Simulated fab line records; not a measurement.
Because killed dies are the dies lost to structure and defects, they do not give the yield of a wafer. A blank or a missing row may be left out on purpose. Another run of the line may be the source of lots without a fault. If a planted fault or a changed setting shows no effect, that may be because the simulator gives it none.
Which tool did it? | flow sky130 | 6 lots with 18 wafers sampled at 2 steps, on a route of 708 steps

## WHAT THE GAUGES SHOWED, per wafer
SKY_GATE_OXIDE_TW_MEAS_14.
lot  | measured     | on           | GATE_OXIDE_TW
L971 | day 13 20:29 | filmMetro-02 | 225.7 227.9 226.6
L974 | day 15 00:52 | filmMetro-01 | 226.1 226.4 226.5
L977 | day 16 00:07 | filmMetro-02 | 226.0 227.0 225.9
L980 | day 17 01:25 | filmMetro-02 | 229.4 229.4 227.9
L989 | day 20 09:52 | filmMetro-01 | 195.9 198.6 197.7
L991 | day 20 23:49 | filmMetro-03 | 224.5 223.2 224.2

## TOOL THAT RAN EACH LOT (tool first, then ch and the chambers of the sampled wafers, then the start)
lot  | SKY_GATE_OXIDE_IMPLANT_11
L971 | implanter-04 ch 0, day 13 20:08
L974 | implanter-02 ch 0, day 15 00:31
L977 | implanter-01 ch 0, day 15 23:45
L980 | implanter-04 ch 0, day 17 00:58
L989 | implanter-02 ch 0, day 20 09:31
L991 | implanter-04 ch 0, day 20 23:27
- SKY_GATE_OXIDE_IMPLANT_11

## THE ANSWER, worked out from the rows above alone
Rule: what is usual is taken from the lots themselves. Put in order of their means at a reading, lots are off if they are a third of the lots or fewer, leave a main group of 4 or more, and stand apart from it by a gap of 3 or more times the standard deviation of the main group's means; of several such gaps the widest counts. The tables above print the reading to a certain number of digits; a main group whose means all agree to those digits is not used. A lot without any number at a reading at which 4 lots or more have one is off too. The other lots that the step has rows for count as sound.
Off: at SKY_GATE_OXIDE_TW_MEAS_14 (GATE_OXIDE_TW), L989. Main group: mean 226.4, sd 1.6.
A tool fits if, at a process step before that reading, it ran every lot that is off, and no sound lot after the first of them. Gauges at SKY_GATE_OXIDE_TW_MEAS_14: tried the same way as those tools. Can't be told from this: 2 tools fit, implanter-02 at SKY_GATE_OXIDE_IMPLANT_11, filmMetro-01 at SKY_GATE_OXIDE_TW_MEAS_14.

## WHAT THE SIMULATOR HAD PUT IN
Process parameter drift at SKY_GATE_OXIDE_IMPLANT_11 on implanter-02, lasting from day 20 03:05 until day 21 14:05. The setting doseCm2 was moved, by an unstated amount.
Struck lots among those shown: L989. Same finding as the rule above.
